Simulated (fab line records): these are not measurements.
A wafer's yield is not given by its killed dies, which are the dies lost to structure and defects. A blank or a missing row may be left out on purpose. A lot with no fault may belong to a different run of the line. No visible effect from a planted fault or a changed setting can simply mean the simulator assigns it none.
Comparing a struck lot with a sound one -- flow sky130 -- 36 out of 708 route steps
Sound: the wafers L753.2, L753.3, L753.4. Struck: wafers L764.1, L764.2, L764.4. The cause is given at the end.
Each step with rows lists, per side, the tool, then ch with its chambers, then its first start. Under that, the readings that differ: sound wafers -- struck wafers -- difference of the means -- sigmas: that difference in standard deviations of wafers without a fault.
alike: a reading whose means differ by less than 2 such deviations, as well as words and numbers matching on both sides. not compared: withheld readings; readings where some wafer has no value; bounds like >300 that might hide an equal value; numbers whose values overlap and for which the record gives no deviation.
The two part at a step that has a row with sigmas, a row that says differs or no value, or rows on one side only. Non-overlapping numbers with no deviation appear without sigmas and do not part them. A reading missing from all wafers of one side parts the sides only when that side holds two or more wafers.

first, 10 steps without rows for these wafers: SKY_GATE_OXIDE_COAT_05 (resist thk 1140 nm); SKY_GATE_OXIDE_SOFTBAKE_06 (time 60 s); SKY_GATE_OXIDE_EXPOSE_07 (exposes mask LVOM, target cd 600 nm); SKY_GATE_OXIDE_PEB_08; SKY_GATE_OXIDE_DEVELOP_09 (develop time 60 s); SKY_GATE_OXIDE_IMPLANT_11; SKY_GATE_OXIDE_WET_ETCH_12 (etches SiO2 in dHF, target depth 16.8 nm, time 331.5 s); SKY_GATE_OXIDE_STRIP_13 (strips in O2/N2); SKY_GATE_OXIDE_CLEAN_15 (cleans in SC1/SC2, time 150 s); SKY_GATE_OXIDE_OXIDATION_16 (stabilise 600 s, purge 300 s, target thk 3.57 nm).
SKY_POLY_GATE_CVD_00: deposits poly-Si, target thk 180 nm, time 720 s.
  sound on lpcvd-01 ch 1, day 14 10:49; struck on lpcvd-01 ch 1, day 19 16:10
reading,sound,struck,difference,sigmas
model.poly-Si_of_POLY_GATE_CVD_00.thkNm (nm),178.7 180.8 179.4,152.2 152.2 153.4,-27.0,
  alike: zonePowerCentrePct
SKY_POLY_GATE_THK_MEAS_01:
  sound on filmMetro-04, day 14 12:01; struck on filmMetro-04, day 19 17:22
reading,sound,struck,difference,sigmas
POLY_GATE_CVD_00_THK (nm),178.7 180.9 179.4,152.1 152.2 153.4,-27.1,-17
then, 9 steps without rows for these wafers: SKY_RES_PROTECT_DEHYDRATE_00 (time 60 s); SKY_RES_PROTECT_HMDS_01 (prime time 60 s); SKY_RES_PROTECT_COAT_02 (resist thk 1140 nm); SKY_RES_PROTECT_SOFTBAKE_03 (time 60 s); SKY_RES_PROTECT_EXPOSE_04 (exposes mask RPM, target cd 1270 nm); SKY_RES_PROTECT_PEB_05; SKY_RES_PROTECT_DEVELOP_06 (develop time 60 s); SKY_POLY_GATE_IMPLANT_02; SKY_RES_PROTECT_STRIP_07 (strips in O2/N2).
SKY_RES_PROTECT_CLEAN_09: cleans in SC1/SC2, time 150 s.
  sound on wetBench-02 ch 3, day 15 15:49; struck on wetBench-02 ch 1, day 21 00:08
reading,sound,struck,difference,sigmas
model.poly-Si_of_POLY_GATE_CVD_00.thkNm (nm),178.1 180.2 178.8,151.5 151.6 152.8,-27.1,
then, 11 steps without rows for these wafers: SKY_POLY_GATE_CVD_03 (deposits Si3N4 from DCS/NH3, target thk 75 nm, time 1290 s); SKY_POLY_GATE_DEHYDRATE_05 (time 60 s); SKY_POLY_GATE_HMDS_06 (prime time 60 s); SKY_POLY_GATE_COAT_07 (resist thk 110 nm); SKY_POLY_GATE_COAT_08 (resist thk 450 nm); SKY_POLY_GATE_SOFTBAKE_09 (time 90 s); SKY_POLY_GATE_EXPOSE_10 (exposes mask P1M, target cd 150 nm); SKY_POLY_GATE_PEB_11; SKY_POLY_GATE_DEVELOP_12 (develop time 60 s); SKY_POLY_GATE_ETCH_15 (etches BARC in N2/H2, stops on SiO2, time 118.5 s, target depth 110 nm); SKY_POLY_GATE_ETCH_16 (etches Si3N4 in CH3F/O2, stops on poly-Si, time 147.5 s, target depth 75 nm).
SKY_POLY_GATE_ETCH_17: etches poly-Si in HBr/Cl2, stops on SiO2, target depth 180 nm, time 70.5 s.
  sound on rieSi-02 ch 0,1,2, day 17 00:35; struck on rieSi-02 ch 0,2,3, day 22 08:14
reading,sound,struck,difference,sigmas
heBacksideLeakSccm (sccm),2.9 4.8 2.3,2.4 2.7 2.7,-0.7,-2
oesProductAu (a.u.),0.983 0.988 0.989,0.886 0.885 0.893,-0.099,-14
model.etch.depthNm (nm),178 180.2 178.8,151.5 151.6 152.8,-27.0,
model.POLY_GATE.featureDepthNm (nm),178 180.2 178.8,151.5 151.6 152.8,-27.0,
  alike: drypumpMotorCurrentA, throttleValvePct
  not compared: rfHoursCounterH
then, 1 step without rows for these wafers: SKY_POLY_GATE_STRIP_18 (strips in O2/N2).
-- a jump in the record: the struck wafers' starts before and after are 28 days apart (it breaks off in module POLY_GATE and resumes in module PAD_OPEN, where the first step shown is number 708 of the route) --
SKY_PAD_OPEN_PROBE_99:
  sound on prober-01, day 46 06:04; struck on prober-01, day 49 20:52
reading,sound,struck,difference,sigmas
model.etest.resHighPo.lineOhmUm,733 733.3 757.4,847.8 855.1 870.9,+116.7,
model.etest.resPoly.lineOhmUm,520.5 507.8 522,594.7 592 597.4,+77.9,
model.etest.resHighPo.rsOhmSq,257.5 254.3 265.2,295.5 298.6 303.1,+40.1,
model.etest.capLiToPoly.cAfUm2,98 98.82 99.72,90.8 94.11 91.83,-6.6,
model.etest.resPoly.rsOhmSq,47.75 47.83 48.48,55.13 55.59 55.91,+7.52,
  alike: killed_at_M0_to_M3, killed_at_M4_up, killedAtContacts, killedAtFrontEnd, killedAtOther, killedDies, killedOnRim, killedOpen, killedShort
  not compared: model.etest.resXhighPo.lineOhmUm, model.etest.resXhighPo.rsOhmSq, model.etest.liconHighPo.rcOhm

WHERE THEY PART
Earliest at SKY_POLY_GATE_THK_MEAS_01; latest, in this record, at SKY_POLY_GATE_ETCH_17. Later steps at which nothing parts them and some readings are alike: SKY_PAD_OPEN_PROBE_99.

WHY: what the simulator had put in
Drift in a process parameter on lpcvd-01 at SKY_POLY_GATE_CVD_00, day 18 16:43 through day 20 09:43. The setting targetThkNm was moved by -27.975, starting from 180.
